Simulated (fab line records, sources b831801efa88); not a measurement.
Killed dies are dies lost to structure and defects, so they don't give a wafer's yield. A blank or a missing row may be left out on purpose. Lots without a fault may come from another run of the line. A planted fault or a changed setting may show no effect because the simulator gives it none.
Which tool did it? | flow gf180mcu | 12 lots, 36 wafers sampled, at 6 steps of a route of 602

WHAT THE GAUGES READ, wafer by wafer
GF_NWELL_OVL_MEAS_07.
lot  | measured    | on         | NWELL_OVL (nm)
L481 | day 3 07:17 | overlay-01 | -0.4 0.1 -1.2
L488 | day 4 21:34 | overlay-01 | - - -
L491 | day 5 12:28 | overlay-01 | -1.3 -0.4 0.3
L493 | day 6 01:59 | overlay-02 | -0.8 -2.0 -1.5
L495 | day 6 13:28 | overlay-02 | 1.0 -0.4 -0.1
L496 | day 6 18:01 | overlay-02 | 1.0 1.1 1.3
L497 | day 6 22:58 | overlay-02 | 0.2 1.4 -0.5
L498 | day 7 05:47 | overlay-02 | 0.1 -0.3 -0.2
L499 | day 7 11:12 | overlay-02 | -1.1 -0.7 -1.1
L500 | day 7 15:28 | overlay-02 | 1.9 0.8 0.9
L501 | day 7 22:18 | overlay-02 | -0.5 -0.9 -0.9
L504 | day 8 13:09 | overlay-01 | 1.0 1.4 0.5

GF_NWELL_TW_MEAS_11.
lot  | measured    | on            | NWELL_TW
L481 | day 3 07:44 | film_metro-04 | 1599 1596 1590
L488 | day 4 22:01 | film_metro-02 | 30 30 30 30 30 30
L491 | day 5 12:54 | film_metro-04 | 1578 1574 1580
L493 | day 6 02:26 | film_metro-02 | 1552 1554 1550
L495 | day 6 13:54 | film_metro-02 | 1556 1554 1544
L496 | day 6 18:27 | film_metro-04 | 1595 1592 1599
L497 | day 6 23:25 | film_metro-04 | 1588 1583 1584
L498 | day 7 06:14 | film_metro-04 | 1585 1593 1594
L499 | day 7 11:38 | film_metro-01 | 1542 1541 1536
L500 | day 7 15:53 | film_metro-02 | 1570 1572 1564
L501 | day 7 22:48 | film_metro-04 | 1588 1593 1583
L504 | day 8 13:35 | film_metro-04 | 1587 1589 1595

GF_MVSD_TW_MEAS_11.
lot  | measured    | on            | MVSD_TW
L481 | day 4 10:39 | film_metro-01 | 1563 1557 1549
L491 | day 6 20:22 | film_metro-01 | 1547 1552 1567
L493 | day 7 09:32 | film_metro-02 | 1580 1575 1575
L495 | day 7 22:36 | film_metro-01 | 1558 1554 1555
L496 | day 8 02:25 | film_metro-01 | 1556 1547 1558
L497 | day 8 07:46 | film_metro-01 | 1555 1559 1561
L498 | day 8 14:49 | film_metro-02 | 1561 1559 1562
L499 | day 8 21:12 | film_metro-01 | 1554 1548 1549
L500 | day 9 02:11 | film_metro-04 | 1588 1587 1585
L501 | day 9 08:54 | film_metro-04 | 1585 1575 1582
L504 | day 9 23:14 | film_metro-02 | 1567 1576 1570

GF_NSD_TW_MEAS_12.
lot  | measured     | on            | NSD_TW
L481 | day 13 15:44 | film_metro-03 | 4158 4154 4174
L491 | day 16 16:08 | film_metro-04 | 4282 4287 4299
L493 | day 17 08:43 | film_metro-04 | 4242 4229 4260
L495 | day 18 06:28 | film_metro-04 | 4241 4258 4249
L496 | day 18 09:15 | film_metro-03 | 4158 4161 4184
L497 | day 18 17:32 | film_metro-01 | 4193 4143 4180
L498 | day 19 04:14 | film_metro-01 | 4148 4159 4158
L499 | day 19 15:31 | film_metro-04 | 4289 4285 4283
L500 | day 19 20:20 | film_metro-01 | 4162 4172 4164
L501 | day 20 08:12 | film_metro-01 | 4193 4192 4199
L504 | day 21 08:11 | film_metro-01 | 4170 4196 4223

WHICH TOOL RAN EACH LOT (tool, then ch and the chambers of the sampled wafers, then the start)
lot  | GF_NWELL_EXPOSE_04                 | GF_VT_IMPLANT_STRIP_20
L481 | iline_stepper-01 ch 0, day 3 01:15 | plasma_asher-03 ch 0,1, day 6 05:07
L488 | iline_stepper-02 ch 0, day 4 14:40 | -
L491 | iline_stepper-01 ch 0, day 5 05:43 | plasma_asher-04 ch 0,1, day 8 22:00
L493 | iline_stepper-02 ch 0, day 5 19:19 | plasma_asher-04 ch 1, day 9 10:17
L495 | iline_stepper-02 ch 0, day 6 06:08 | plasma_asher-03 ch 0,1, day 10 00:46
L496 | iline_stepper-02 ch 0, day 6 10:56 | plasma_asher-03 ch 0,1, day 10 04:19
L497 | iline_stepper-01 ch 0, day 6 15:24 | plasma_asher-04 ch 0,1, day 10 11:14
L498 | iline_stepper-01 ch 0, day 6 21:15 | plasma_asher-04 ch 0,1, day 10 17:44
L499 | iline_stepper-01 ch 0, day 7 03:44 | plasma_asher-02 ch 0,1, day 10 23:10
L500 | iline_stepper-02 ch 0, day 7 07:50 | plasma_asher-02 ch 0,1, day 11 04:59
L501 | iline_stepper-01 ch 0, day 7 14:35 | plasma_asher-04 ch 0,1, day 11 12:17
L504 | iline_stepper-01 ch 0, day 8 04:31 | plasma_asher-03 ch 0,1, day 12 06:11
- GF_NWELL_EXPOSE_04: exposes mask Nwell, target cd 860 nm.
- GF_VT_IMPLANT_STRIP_20: strips in O2/N2.

WHAT THE TOOLS THEMSELVES READ (means of the sampled wafers that have a number; where no wafer has one, the mark that the record gives instead)
GF_VT_IMPLANT_STRIP_20.
lot  | tool            | drypump_motor_current_A (A) | heater_power_w (W) | oes_product_au (a.u.) | strip_time_to_endpoint_s (s)
L481 | plasma_asher-03 | 5.9                         | 346                | 0.720                 | 12.63
L491 | plasma_asher-04 | 5.1                         | 347                | 0.717                 | 12.60
L493 | plasma_asher-04 | 5.7                         | 391                | 0.716                 | 12.59
L495 | plasma_asher-03 | 5.8                         | 349                | 0.715                 | 12.65
L496 | plasma_asher-03 | 5.9                         | 345                | 0.717                 | 12.61
L497 | plasma_asher-04 | 5.4                         | 371                | 0.714                 | 12.68
L498 | plasma_asher-04 | 5.1                         | 352                | 0.718                 | 12.58
L499 | plasma_asher-02 | 6.0                         | 349                | 0.712                 | 12.63
L500 | plasma_asher-02 | 5.8                         | 352                | 0.719                 | 12.61
L501 | plasma_asher-04 | 5.1                         | 352                | 0.712                 | 12.64
L504 | plasma_asher-03 | 5.9                         | 344                | 0.712                 | 12.63

THE ANSWER, worked out from the rows above alone
Rule: what is usual is taken from the lots themselves. Put in order of their means at a reading, lots are off if they are a third of the lots or fewer, leave a main group of 4 or more, and stand apart from it by a gap of 3 or more times the standard deviation of the main group's means; of several such gaps the widest counts. A main group whose means are all the same, to the digits that the tables above print for the reading, isn't used. A lot without any number at a reading at which 4 lots or more have one is off too. The other lots that the step has rows for count as sound. The gauges are gone through in route order, then the tools' own readings, and for those a lot's mean is taken as printed above. The first step at which some lot is off is used, and at that step the reading that is off furthest; a lot without a number counts as furthest.
Off: L488, at GF_NWELL_OVL_MEAS_07 (NWELL_OVL). Without a number there: L488. The main group: mean -0.0 nm, standard deviation 0.85.
A tool fits if, at a process step before that reading, it ran every lot that is off, and no sound lot after the first of them. The gauges at GF_NWELL_OVL_MEAS_07 aren't tried: what is off there is off at GF_NWELL_TW_MEAS_11 too, on other tools, and a gauge's error can't cause that. None of those tried fits.

WHAT THE SIMULATOR HAD PUT IN
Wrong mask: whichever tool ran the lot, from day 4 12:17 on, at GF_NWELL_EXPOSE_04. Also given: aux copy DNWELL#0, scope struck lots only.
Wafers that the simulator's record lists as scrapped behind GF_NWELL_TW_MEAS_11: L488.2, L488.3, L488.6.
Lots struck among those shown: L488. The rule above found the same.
